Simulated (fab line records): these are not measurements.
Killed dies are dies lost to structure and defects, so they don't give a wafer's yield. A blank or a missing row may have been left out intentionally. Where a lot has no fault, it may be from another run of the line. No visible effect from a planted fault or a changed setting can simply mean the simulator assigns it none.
fab line records	flow sky130
[record] lots = 24	wafers = 72	lastDay = 50
route steps=708 shown METAL1@434 VIA2@510 CAP2M@617 METAL5@663 PASSIVATION@692
lots untouched by any fault: they come from a run of this same line in which no faults occurred
startH: hours from the record's opening day to when the first of the lot's shown wafers began	waitH: hours from the lot's prior step to this one	" same as the row above	L1.1+2: one row covering several wafers at once	- no value, or no start was given	* or withheld: withheld	< > ~ a bound
route shown NAME@n: a module of which the file shows steps, and the number in the route of the first	usual: average and standard deviation across the fault-free wafers	same: alike in all rows	chamber/n: place in a boat	sites: each site's reading	_std_site: the standard deviation of these	_edge_site: the outer-site mean with the inner-site mean subtracted	radiusMm: how far each site lies from the wafer's centre	mask NAME#n: copy n	behind: tool/chamber where the wafer was last shaped	hold: cause of the lot's hold/its duration in hours/its outcome	device: which transistor (n, p or np) failed to switch	end of line: the tests these same wafers got at the end of their route	step lacking rows: just its recipe	killed: at the first sort, the dies lost to defects and structure; wafer yield is something else	map: a wafer's dies, marking killed ones x, the rest . and places with no die _
set.NAME: the run value of the setting; set.NAME@STEP: its run value at that earlier step	model.NAME: the simulator's own value behind a step, which no gauge read
steps of the route over a sample of lots; a table a step, a row a wafer
services: the hour from which a tool's chamber was out of use, counted from the record's first day as startH (under 0 if before that day), plus the number of hours and why
[[steps]]
[step SKY_METAL1_SPUTTER_00]
[recipe] material = Ti	targetThkNm = 15	powerW = 3000	timeS = 10	chamberPressurePa = 0.4
[usual] throttleValvePct = 30.5/1.1
lot.wafer	tool	chamber	startH	waitH	throttleValvePct
L074.3	pvdSputter-03	-	733.70	0.2	29.4
L074.5	"	-	"	"	29.5
L074.6	"	-	"	"	30.3
L075.2	pvdSputter-02	-	741.38	0.1	29.8
L075.3	"	-	"	"	28.9
L075.6	"	-	"	"	29.3
L076.1	pvdSputter-03	-	760.02	0.2	29.8
L076.2	"	-	"	"	30.1
L076.6	"	-	"	"	29.6
L077.2	pvdSputter-02	-	775.97	0.1	29.1
L077.3	"	-	"	"	32.3
L077.4	"	-	"	"	29.8
L078.3	pvdSputter-04	-	782.16	0.2	31.5
L078.5	"	-	"	"	29.8
L078.6	"	-	"	"	32.3
L080.1	pvdSputter-03	-	792.78	0.2	29.6
L080.2	"	-	"	"	29.5
L080.5	"	-	"	"	30.1
L079.2	pvdSputter-04	-	793.84	0.1	29.9
L079.3	"	-	"	"	32.1
L079.5	"	-	"	"	31.7
L081.1	pvdSputter-04	-	796.74	0.2	31.6
L081.4	"	-	"	"	32.3
L081.6	"	-	"	"	31.6
L082.2	pvdSputter-03	-	802.28	0.2	29.3
L082.3	"	-	"	"	30.2
L082.6	"	-	"	"	29.1
L083.3	pvdSputter-03	-	809.00	0.1	29.6
L083.4	"	-	"	"	30.3
L083.5	"	-	"	"	29.4
L085.2	pvdSputter-03	-	826.49	0.1	29.5
L085.3	"	-	"	"	29.3
L085.6	"	-	"	"	29.1
L084.2	pvdSputter-04	-	827.93	0.1	31.6
L084.3	"	-	"	"	29.7
L084.6	"	-	"	"	31.7
L086.1	pvdSputter-03	-	829.68	0.2	29.8
L086.4	"	-	"	"	30.0
L086.6	"	-	"	"	29.8
L087.2	pvdSputter-04	-	837.95	0.1	29.8
L087.4	"	-	"	"	29.7
L087.6	"	-	"	"	31.3
L088.2	pvdSputter-02	-	850.78	0.1	29.7
L088.3	"	-	"	"	32.3
L088.6	"	-	"	"	29.8
L089.2	pvdSputter-03	-	855.95	0.2	30.2
L089.3	"	-	"	"	29.7
L089.5	"	-	"	"	30.2
L090.1	pvdSputter-02	-	861.46	0.1	32.4
L090.2	"	-	"	"	29.7
L090.4	"	-	"	"	29.7
L091.1	pvdSputter-04	-	867.15	0.2	31.6
L091.2	"	-	"	"	32.3
L091.4	"	-	"	"	31.4
L092.1	pvdSputter-04	-	876.73	0.1	32.0
L092.2	"	-	"	"	31.5
L092.6	"	-	"	"	29.7
L093.3	pvdSputter-02	-	879.45	0.1	29.4
L093.4	"	-	"	"	29.2
L093.5	"	-	"	"	31.9
L094.3	pvdSputter-02	-	883.07	0.2	29.3
L094.4	"	-	"	"	29.8
L094.5	"	-	"	"	29.1
L095.1	pvdSputter-04	-	892.40	0.1	31.7
L095.2	"	-	"	"	32.3
L095.5	"	-	"	"	32.5
L096.2	pvdSputter-04	-	915.98	0.1	31.8
L096.5	"	-	"	"	31.8
L096.6	"	-	"	"	31.6
L097.1	pvdSputter-02	-	916.65	0.2	29.8
L097.2	"	-	"	"	29.7
L097.6	"	-	"	"	29.1
[step SKY_METAL1_RS_MEAS_05]
[recipe] thkMeasGauge = four-point-probe	reads = TiN_of_METAL1_SPUTTER_04+Ti_of_METAL1_SPUTTER_03+AlCu_of_METAL1_SPUTTER_02+TiN_of_METAL1_SPUTTER_01+Ti_of_METAL1_SPUTTER_00
[usual] METAL1_ALCU_RS = 0.1276/0.002
lot.wafer	tool	chamber	startH	waitH	METAL1_ALCU_RS[ohm/sq]
L074.3	filmMetro-03	-	733.88	0.1	0.1310
L074.5	"	-	"	"	0.1309
L074.6	"	-	"	"	0.1309
L075.2	filmMetro-03	-	741.54	0.0	0.1277
L075.3	"	-	"	"	0.1249
L075.6	"	-	"	"	0.1251
L076.1	filmMetro-03	-	760.16	0.0	0.1284
L076.2	"	-	"	"	0.1280
L076.6	"	-	"	"	0.1283
L077.2	filmMetro-01	-	776.13	0.0	0.1246
L077.3	"	-	"	"	0.1227
L077.4	"	-	"	"	0.1245
L078.3	filmMetro-03	-	782.34	0.1	0.1281
L078.5	"	-	"	"	0.1289
L078.6	"	-	"	"	0.1290
L080.1	filmMetro-03	-	792.92	0.0	0.1276
L080.2	"	-	"	"	0.1284
L080.5	"	-	"	"	0.1285
L079.2	filmMetro-03	-	794.00	0.0	0.1275
L079.3	"	-	"	"	0.1273
L079.5	"	-	"	"	0.1262
L081.1	filmMetro-02	-	796.88	0.0	0.1288
L081.4	"	-	"	"	0.1283
L081.6	"	-	"	"	0.1283
L082.2	filmMetro-02	-	802.44	0.0	0.1303
L082.3	"	-	"	"	0.1282
L082.6	"	-	"	"	0.1302
L083.3	filmMetro-02	-	809.18	0.1	0.1279
L083.4	"	-	"	"	0.1271
L083.5	"	-	"	"	0.1266
L085.2	filmMetro-03	-	826.65	0.0	0.1271
L085.3	"	-	"	"	0.1272
L085.6	"	-	"	"	0.1269
L084.2	filmMetro-03	-	828.09	0.0	0.1280
L084.3	"	-	"	"	0.1287
L084.6	"	-	"	"	0.1283
L086.1	filmMetro-03	-	829.82	0.0	0.1278
L086.4	"	-	"	"	0.1291
L086.6	"	-	"	"	0.1272
L087.2	filmMetro-03	-	838.12	0.0	0.1263
L087.4	"	-	"	"	0.1263
L087.6	"	-	"	"	0.1268
L088.2	filmMetro-01	-	850.94	0.0	0.1251
L088.3	"	-	"	"	0.1210
L088.6	"	-	"	"	0.1250
L089.2	filmMetro-02	-	856.11	0.0	0.1294
L089.3	"	-	"	"	0.1276
L089.5	"	-	"	"	0.1272
L090.1	filmMetro-01	-	861.60	0.0	0.1218
L090.2	"	-	"	"	0.1245
L090.4	"	-	"	"	0.1250
L091.1	filmMetro-03	-	867.29	0.0	0.1312
L091.2	"	-	"	"	0.1288
L091.4	"	-	"	"	0.1301
L092.1	filmMetro-03	-	876.87	0.0	0.1292
L092.2	"	-	"	"	0.1283
L092.6	"	-	"	"	0.1278
L093.3	filmMetro-01	-	879.63	0.1	0.1286
L093.4	"	-	"	"	0.1288
L093.5	"	-	"	"	0.1269
L094.3	filmMetro-01	-	883.25	0.1	0.1274
L094.4	"	-	"	"	0.1274
L094.5	"	-	"	"	0.1279
L095.1	filmMetro-02	-	892.54	0.0	0.1285
L095.2	"	-	"	"	0.1271
L095.5	"	-	"	"	0.1276
L096.2	filmMetro-02	-	916.14	0.0	0.1302
L096.5	"	-	"	"	0.1290
L096.6	"	-	"	"	0.1293
L097.1	filmMetro-01	-	916.79	0.0	0.1254
L097.2	"	-	"	"	0.1268
L097.6	"	-	"	"	0.1259
[step SKY_VIA2_BOW_MEAS_03]
[recipe] mode = bow
[usual] VIA2_BOW = 85/7.6
lot.wafer	tool	chamber	startH	waitH	VIA2_BOW[um]
L074.3	filmMetro-03	-	820.19	0.3	93
L074.5	"	-	"	"	83
L074.6	"	-	"	"	86
L075.2	filmMetro-04	-	825.37	0.1	91
L075.3	"	-	"	"	97
L075.6	"	-	"	"	78
L076.1	filmMetro-01	-	844.48	0.1	91
L076.2	"	-	"	"	84
L076.6	"	-	"	"	74
L077.2	filmMetro-01	-	861.06	0.2	90
L077.3	"	-	"	"	78
L077.4	"	-	"	"	82
L078.3	filmMetro-01	-	866.13	0.2	99
L078.5	"	-	"	"	103
L078.6	"	-	"	"	100
L080.1	filmMetro-01	-	878.85	0.2	82
L080.2	"	-	"	"	87
L080.5	"	-	"	"	80
L079.2	filmMetro-04	-	879.37	0.1	81
L079.3	"	-	"	"	86
L079.5	"	-	"	"	84
L081.1	filmMetro-04	-	879.79	0.2	100
L081.4	"	-	"	"	107
L081.6	"	-	"	"	81
L082.2	filmMetro-04	-	886.56	0.2	93
L082.3	"	-	"	"	84
L082.6	"	-	"	"	79
L083.3	filmMetro-01	-	891.87	0.3	87
L083.4	"	-	"	"	76
L083.5	"	-	"	"	93
L085.2	filmMetro-04	-	908.24	0.3	79
L085.3	"	-	"	"	70
L085.6	"	-	"	"	81
L084.2	filmMetro-03	-	911.71	0.2	83
L084.3	"	-	"	"	92
L084.6	"	-	"	"	82
L086.1	filmMetro-03	-	913.81	0.2	90
L086.4	"	-	"	"	84
L086.6	"	-	"	"	84
L087.2	filmMetro-04	-	919.02	0.2	90
L087.4	"	-	"	"	85
L087.6	"	-	"	"	89
L088.2	filmMetro-03	-	931.79	0.2	91
L088.3	"	-	"	"	79
L088.6	"	-	"	"	102
L089.2	filmMetro-03	-	936.07	0.2	89
L089.3	"	-	"	"	81
L089.5	"	-	"	"	80
L090.1	filmMetro-03	-	942.51	0.2	91
L090.2	"	-	"	"	86
L090.4	"	-	"	"	77
L091.1	filmMetro-01	-	948.07	0.1	97
L091.2	"	-	"	"	83
L091.4	"	-	"	"	70
L092.1	filmMetro-04	-	955.76	0.1	70
L092.2	"	-	"	"	83
L092.6	"	-	"	"	70
L093.3	filmMetro-03	-	958.51	0.1	82
L093.4	"	-	"	"	82
L093.5	"	-	"	"	79
L094.3	filmMetro-04	-	963.07	0.1	84
L094.4	"	-	"	"	92
L094.5	"	-	"	"	81
L095.1	filmMetro-03	-	970.44	0.1	86
L095.2	"	-	"	"	76
L095.5	"	-	"	"	76
L096.2	filmMetro-01	-	992.70	0.2	82
L096.5	"	-	"	"	76
L096.6	"	-	"	"	85
L097.1	filmMetro-04	-	993.68	0.2	77
L097.2	"	-	"	"	79
L097.6	"	-	"	"	82
[step SKY_CAP2M_STRIP_14]
[recipe] chemistry = O2/N2	powerW = 1400	pressureMtorr = 1500	platenTempC = withheld	o2FlowSccm = 3000	n2FlowSccm = 300	overashFraction = 0.5
[usual] chamberPressureMTorr = 1500.1/1.3	drypumpMotorCurrentA = 5.8/0.46	oesProductAu = 0.710/0.005	stripTimeToEndpointS = 12.67/0.048
lot.wafer	tool	chamber	startH	waitH	chamberPressureMTorr	drypumpMotorCurrentA	oesProductAu	rfHoursCounterH	stripTimeToEndpointS
L074.3	plasmaAsher-04	1	952.94	0.1	1502.6	5.9	0.718	-	12.60
L074.5	"	0	"	"	1500.4	5.2	0.718	-	12.68
L074.6	"	1	"	"	1500.9	6.0	0.703	-	12.61
L075.2	plasmaAsher-02	1	957.96	0.1	1499.1	5.7	0.718	89	12.69
L075.3	"	0	"	"	1499.2	6.0	0.711	-	12.68
L075.6	"	1	"	"	1501.3	5.7	0.702	-	12.66
L076.1	plasmaAsher-04	0	973.96	0.1	1500.6	5.2	0.702	53	12.69
L076.2	"	1	"	"	1500.0	5.9	0.703	53	12.74
L076.6	"	1	"	"	1499.8	5.9	0.709	-	12.68
L077.2	plasmaAsher-01	0	990.96	0.1	1499.3	5.8	0.706	111	12.68
L077.3	"	0	"	"	1500.5	5.8	0.715	-	12.70
L077.4	"	1	"	"	1498.0	6.8	0.720	-	12.67
L078.3	plasmaAsher-04	0	995.04	0.1	1498.6	5.2	0.713	-	12.65
L078.5	"	0	"	"	1500.0	5.2	0.717	-	12.68
L078.6	"	1	"	"	1500.0	5.9	0.714	-	12.66
L080.1	plasmaAsher-01	1	1005.43	0.1	1496.7	6.8	0.715	113	12.74
L080.2	"	0	"	"	1500.7	5.8	0.715	113	12.74
L080.5	"	1	"	"	1501.4	6.7	0.704	-	12.69
L079.2	plasmaAsher-01	0	1006.88	0.1	1501.7	5.8	0.709	113	12.69
L079.3	"	1	"	"	1500.9	6.7	0.714	-	12.67
L079.5	"	1	"	"	1500.4	6.7	0.705	-	12.61
L081.1	plasmaAsher-01	1	1007.81	0.1	1501.7	6.7	0.709	113	12.74
L081.4	"	0	"	"	1498.4	5.8	0.712	-	12.68
L081.6	"	0	"	"	1498.0	5.8	0.713	-	12.69
L082.2	plasmaAsher-04	1	1015.18	0.1	1499.5	5.9	0.709	57	12.59
L082.3	"	1	"	"	1500.2	5.9	0.710	-	12.60
L082.6	"	1	"	"	1500.7	6.0	0.698	-	12.60
L083.3	plasmaAsher-04	0	1017.39	0.1	1501.4	5.2	0.712	-	12.62
L083.4	"	1	"	"	1501.5	5.9	0.711	-	12.59
L083.5	"	0	"	"	1499.3	5.2	0.719	-	12.57
L085.2	plasmaAsher-02	1	1034.04	0.1	1500.9	5.8	0.709	98	12.67
L085.3	"	0	"	"	1498.3	6.0	0.704	-	12.67
L085.6	"	0	"	"	1499.4	6.0	0.712	-	12.62
L084.2	plasmaAsher-02	1	1036.78	0.1	1501.3	5.7	0.705	98	12.62
L084.3	"	1	"	"	1500.3	5.8	0.713	-	12.69
L084.6	"	0	"	"	1500.0	6.0	0.712	-	12.61
L086.1	plasmaAsher-04	1	1039.40	0.1	1498.6	5.9	0.725	62	12.72
L086.4	"	1	"	"	1500.9	5.9	0.714	-	12.69
L086.6	"	1	"	"	1500.1	6.0	0.714	-	12.75
L087.2	plasmaAsher-04	1	1042.01	0.1	1498.2	5.9	0.709	62	12.67
L087.4	"	1	"	"	1498.5	5.9	0.712	-	12.71
L087.6	"	1	"	"	1499.5	5.9	0.714	-	12.63
L088.2	plasmaAsher-04	0	1055.21	0.1	1500.4	5.2	0.713	64	12.76
L088.3	"	0	"	"	1499.6	5.2	0.713	-	12.72
L088.6	"	0	"	"	1499.4	5.2	0.711	-	12.77
L089.2	plasmaAsher-02	0	1058.36	0.1	1498.3	5.9	0.702	102	12.67
L089.3	"	1	"	"	1501.5	5.7	0.711	-	12.63
L089.5	"	0	"	"	1497.9	6.0	0.707	-	12.64
L090.1	plasmaAsher-04	1	1063.96	0.1	1500.0	6.0	0.707	65	12.69
L090.2	"	0	"	"	1498.3	5.2	0.714	65	12.64
L090.4	"	0	"	"	1500.2	5.2	0.720	-	12.62
L091.1	plasmaAsher-02	0	1070.21	0.1	1500.5	5.9	0.707	103	12.77
L091.2	"	1	"	"	1500.0	5.7	0.708	103	12.68
L091.4	"	1	"	"	1502.4	5.7	0.703	-	12.64
L092.1	plasmaAsher-01	1	1072.73	0.1	1501.6	6.7	0.718	1	12.67
L092.2	"	0	"	"	1502.9	5.8	0.709	1	12.66
L092.6	"	0	"	"	1498.6	5.8	0.706	-	12.62
L093.3	plasmaAsher-01	0	1077.74	0.1	1500.6	5.8	0.712	-	12.62
L093.4	"	1	"	"	1499.9	6.8	0.707	-	12.69
L093.5	"	0	"	"	1497.0	5.8	0.708	-	12.68
L094.3	plasmaAsher-04	1	1081.94	0.1	1500.1	5.9	0.709	-	12.70
L094.4	"	0	"	"	1498.7	5.2	0.707	-	12.73
L094.5	"	0	"	"	1499.1	5.2	0.713	-	12.69
L095.1	plasmaAsher-04	1	1089.71	0.1	1498.8	5.9	0.709	68	12.65
L095.2	"	0	"	"	1500.2	5.2	0.716	68	12.66
L095.5	"	1	"	"	1500.2	5.9	0.717	-	12.67
L096.2	plasmaAsher-01	0	1108.26	0.1	1499.8	5.8	0.714	4	12.71
L096.5	"	0	"	"	1499.0	5.8	0.703	-	12.72
L096.6	"	1	"	"	1500.2	6.7	0.712	-	12.67
L097.1	plasmaAsher-04	1	1108.91	0.1	1501.2	5.9	0.709	70	12.72
L097.2	"	0	"	"	1500.6	5.2	0.710	70	12.70
L097.6	"	0	"	"	1502.6	5.2	0.716	-	12.66
[step SKY_METAL5_SPUTTER_02]
[recipe] material = AlCu	targetThkNm = 1150	powerW = 10600	timeS = 61.2	chamberPressurePa = 0.4
[usual] throttleValvePct = 30.5/0.95
lot.wafer	tool	chamber	startH	waitH	throttleValvePct
L074.3	pvdSputter-01	-	1004.20	0.0	31.1
L074.5	"	-	"	"	30.0
L074.6	"	-	"	"	30.5
L075.2	pvdSputter-01	-	1008.35	0.0	28.8
L075.3	"	-	"	"	29.9
L075.6	"	-	"	"	31.1
L076.1	pvdSputter-04	-	1024.88	0.0	31.2
L076.2	"	-	"	"	31.6
L076.6	"	-	"	"	31.6
L077.2	pvdSputter-01	-	1040.52	0.0	28.9
L077.3	"	-	"	"	30.8
L077.4	"	-	"	"	30.2
L078.3	pvdSputter-03	-	1044.12	0.0	29.9
L078.5	"	-	"	"	29.2
L078.6	"	-	"	"	30.3
L080.1	pvdSputter-03	-	1053.55	0.0	30.2
L080.2	"	-	"	"	29.5
L080.5	"	-	"	"	29.1
L079.2	pvdSputter-03	-	1055.31	0.0	29.5
L079.3	"	-	"	"	30.3
L079.5	"	-	"	"	29.3
L081.1	pvdSputter-03	-	1057.21	0.0	29.7
L081.4	"	-	"	"	29.4
L081.6	"	-	"	"	29.5
L082.2	pvdSputter-01	-	1064.11	0.0	31.0
L082.3	"	-	"	"	29.2
L082.6	"	-	"	"	29.1
L083.3	pvdSputter-04	-	1065.87	0.0	29.8
L083.4	"	-	"	"	31.7
L083.5	"	-	"	"	31.4
L085.2	pvdSputter-03	-	1080.47	0.0	29.5
L085.3	"	-	"	"	30.1
L085.6	"	-	"	"	30.4
L084.2	pvdSputter-04	-	1082.61	0.0	31.9
L084.3	"	-	"	"	31.7
L084.6	"	-	"	"	31.4
L086.1	pvdSputter-03	-	1087.50	0.0	30.4
L086.4	"	-	"	"	30.3
L086.6	"	-	"	"	29.5
L087.2	pvdSputter-04	-	1088.70	0.0	30.0
L087.4	"	-	"	"	31.7
L087.6	"	-	"	"	30.1
L088.2	pvdSputter-04	-	1100.91	0.0	31.9
L088.3	"	-	"	"	30.2
L088.6	"	-	"	"	31.4
L089.2	pvdSputter-04	-	1103.13	0.0	32.2
L089.3	"	-	"	"	31.5
L089.5	"	-	"	"	31.5
L090.1	pvdSputter-04	-	1110.08	0.0	31.9
L090.2	"	-	"	"	30.1
L090.4	"	-	"	"	31.4
L091.1	pvdSputter-01	-	1114.68	0.0	30.9
L091.2	"	-	"	"	30.2
L091.4	"	-	"	"	29.1
L092.1	pvdSputter-04	-	1117.00	0.0	31.6
L092.2	"	-	"	"	29.9
L092.6	"	-	"	"	31.3
L093.3	pvdSputter-04	-	1122.44	0.0	31.6
L093.4	"	-	"	"	29.9
L093.5	"	-	"	"	31.6
L094.3	pvdSputter-01	-	1125.64	0.0	30.3
L094.4	"	-	"	"	30.9
L094.5	"	-	"	"	30.3
L095.1	pvdSputter-04	-	1134.09	0.0	29.7
L095.2	"	-	"	"	31.6
L095.5	"	-	"	"	31.4
L096.2	pvdSputter-03	-	1151.52	0.0	30.1
L096.5	"	-	"	"	30.0
L096.6	"	-	"	"	29.3
L097.1	pvdSputter-01	-	1152.44	0.0	29.1
L097.2	"	-	"	"	30.2
L097.6	"	-	"	"	30.0
[step SKY_PASSIVATION_ETCH_11]
[recipe] chemistry = CF4/O2	targetDepthNm = 725	stopOn = AlCu	sourceW = 800	biasW = 150	pressureMtorr = 150	cf4FlowSccm = 80	O2_flow_sccm = 10	timeS = 161.1
[usual] chamberPressureMTorr = 150.00/0.13	drypumpMotorCurrentA = 5.8/0.41	oesProductAu = 0.976/0.0076	throttleValvePct = 5.965/0.0092
lot.wafer	tool	chamber	startH	waitH	chamberPressureMTorr	drypumpMotorCurrentA	oesProductAu	rfHoursCounterH	throttleValvePct
L074.3	rieDiel-02	0	1049.99	-	149.88	5.5	0.974	12	5.957
L074.5	"	2	"	"	150.11	5.1	0.973	-	5.967
L074.6	"	1	"	"	149.99	6.0	0.982	-	5.964
L075.2	rieDiel-02	2	1055.64	-	150.06	5.1	0.980	13	5.965
L075.3	"	1	"	"	149.76	5.9	0.975	7	5.956
L075.6	"	1	"	"	149.94	6.0	0.986	-	5.976
L076.1	rieDiel-02	3	1068.99	-	150.13	6.3	0.984	13	5.957
L076.2	"	2	"	"	149.68	5.1	0.977	13	5.972
L076.6	"	0	"	"	150.19	5.6	0.975	-	5.977
L077.2	rieDiel-03	2	1083.51	-	149.85	5.5	0.969	21	5.973
L077.3	"	0	"	"	150.22	6.1	0.960	19	5.958
L077.4	"	3	"	"	150.30	6.5	0.972	9	5.959
L078.3	rieDiel-02	3	1087.61	-	150.10	6.3	0.972	14	5.969
L078.5	"	3	"	"	149.99	6.4	0.983	-	5.970
L078.6	"	2	"	"	149.93	5.1	0.986	-	5.967
L080.1	rieDiel-01	3	1094.89	-	149.99	5.3	0.977	19	5.971
L080.2	"	1	"	"	149.98	5.8	0.966	25	5.979
L080.5	"	3	"	"	150.05	5.2	0.990	-	5.970
L079.2	rieDiel-03	2	1097.00	-	149.81	5.5	0.973	22	5.956
L079.3	"	3	"	"	149.99	6.5	0.965	10	5.954
L079.5	"	0	"	"	149.87	6.2	0.977	-	5.955
L081.1	rieDiel-01	0	1100.21	-	149.97	5.6	0.971	23	5.974
L081.4	"	2	"	"	150.23	6.0	0.988	-	5.965
L081.6	"	3	"	"	150.06	5.2	0.979	-	5.977
L082.2	rieDiel-01	1	1105.89	-	149.95	5.8	0.976	26	5.952
L082.3	"	0	"	"	149.81	5.6	0.972	24	5.978
L082.6	"	0	"	"	150.10	5.6	0.974	-	5.964
L083.3	rieDiel-01	2	1107.91	-	149.85	6.0	0.980	0	5.964
L083.4	"	3	"	"	150.10	5.3	0.983	19	5.966
L083.5	"	1	"	"	149.85	5.8	0.981	-	5.952
L085.2	rieDiel-02	1	1122.06	-	150.08	5.9	0.982	8	5.945
L085.3	"	0	"	"	150.18	5.6	0.980	14	5.969
L085.6	"	3	"	"	150.08	6.3	0.983	-	5.970
L084.2	rieDiel-01	0	1123.76	-	150.19	5.6	0.970	24	5.967
L084.3	"	2	"	"	150.01	6.0	0.977	1	5.962
L084.6	"	0	"	"	150.01	5.6	0.985	-	5.949
L086.1	rieDiel-02	0	1129.40	-	149.91	5.5	0.980	14	5.964
L086.4	"	1	"	"	149.93	5.9	0.976	9	5.964
L086.6	"	0	"	"	149.96	5.6	0.983	-	5.961
L087.2	rieDiel-01	1	1130.24	-	150.00	5.8	0.973	27	5.964
L087.4	"	0	"	"	149.86	5.7	0.982	25	5.974
L087.6	"	2	"	"	150.00	6.0	0.988	-	5.973
L088.2	rieDiel-03	2	1140.81	-	149.99	5.5	0.974	24	5.957
L088.3	"	1	"	"	149.94	6.0	0.983	22	5.977
L088.6	"	0	"	"	149.92	6.2	0.979	-	5.983
L089.2	rieDiel-02	2	1142.75	-	150.18	5.1	0.965	16	5.985
L089.3	"	0	"	"	149.93	5.6	0.972	15	5.978
L089.5	"	3	"	"	149.95	6.3	0.976	-	5.978
L090.1	rieDiel-01	3	1150.15	-	150.03	5.3	0.976	21	5.972
L090.2	"	0	"	"	149.85	5.6	0.961	25	5.953
L090.4	"	2	"	"	150.10	6.0	0.986	2	5.962
L091.1	rieDiel-03	0	1154.29	-	149.77	6.1	0.982	22	5.966
L091.2	"	2	"	"	149.85	5.5	0.976	24	5.972
L091.4	"	1	"	"	150.13	6.0	0.980	22	5.963
L092.1	rieDiel-03	0	1155.59	-	150.15	6.2	0.977	22	5.961
L092.2	"	2	"	"	149.84	5.5	0.982	24	5.970
L092.6	"	2	"	"	149.88	5.6	0.987	-	5.957
L093.3	rieDiel-03	1	1160.40	-	149.95	6.0	0.968	23	5.960
L093.4	"	3	"	"	149.90	6.5	0.983	13	5.953
L093.5	"	3	"	"	149.94	6.5	0.970	-	5.980
L094.3	rieDiel-02	2	1163.24	-	149.77	5.1	0.969	16	5.963
L094.4	"	1	"	"	149.94	5.9	0.980	9	5.970
L094.5	"	1	"	"	150.04	6.0	0.989	-	5.961
L095.1	rieDiel-03	3	1171.04	-	150.01	6.4	0.968	13	5.964
L095.2	"	0	"	"	149.89	6.1	0.972	22	5.949
L095.5	"	0	"	"	149.81	6.2	0.980	-	5.966
L096.2	rieDiel-02	3	1186.45	-	149.99	6.3	0.951	18	5.965
L096.5	"	1	"	"	150.02	6.0	0.982	-	5.960
L096.6	"	2	"	"	150.05	5.1	0.989	-	5.971
L097.1	rieDiel-01	1	1186.80	-	150.12	5.8	0.968	28	5.959
L097.2	"	3	"	"	150.17	5.3	0.968	22	5.956
L097.6	"	2	"	"	150.04	6.0	0.978	-	5.960
[[services]]
tool	chamber	startH	hours	kind
plasmaAsher-04	-	724.69	11.8	repair
pvdSputter-04	-	726.76	1.6	repair
pvdSputter-04	-	734.31	0.9	repair
pvdSputter-03	-	740.35	2.5	repair
pvdSputter-03	-	752.64	2.5	repair
plasmaAsher-04	-	772.67	2.8	pm
pvdSputter-04	-	851.69	3.7	repair
rieDiel-02	2	878.79	4.8	repair
pvdSputter-04	-	891.01	0.6	repair
pvdSputter-04	-	922.71	3.3	repair
rieDiel-02	1	950.09	3.8	repair
rieDiel-02	1	957.42	1.2	repair
rieDiel-02	3	960.95	2.8	repair
rieDiel-02	1	970.46	3.4	repair
pvdSputter-03	-	989.84	2.7	repair
rieDiel-02	2	1002.76	2.9	repair
rieDiel-02	0	1021.29	15.8	repair
rieDiel-02	2	1036.29	4.0	repair
pvdSputter-04	-	1037.28	1.0	repair
rieDiel-02	-	1063.59	4.3	pm
rieDiel-02	-	1091.86	0.4	repair
rieDiel-02	-	1094.31	2.8	pm
plasmaAsher-04	-	1126.64	1.6	repair
pvdSputter-03	-	1139.63	0.7	repair
[[key]]
fault none
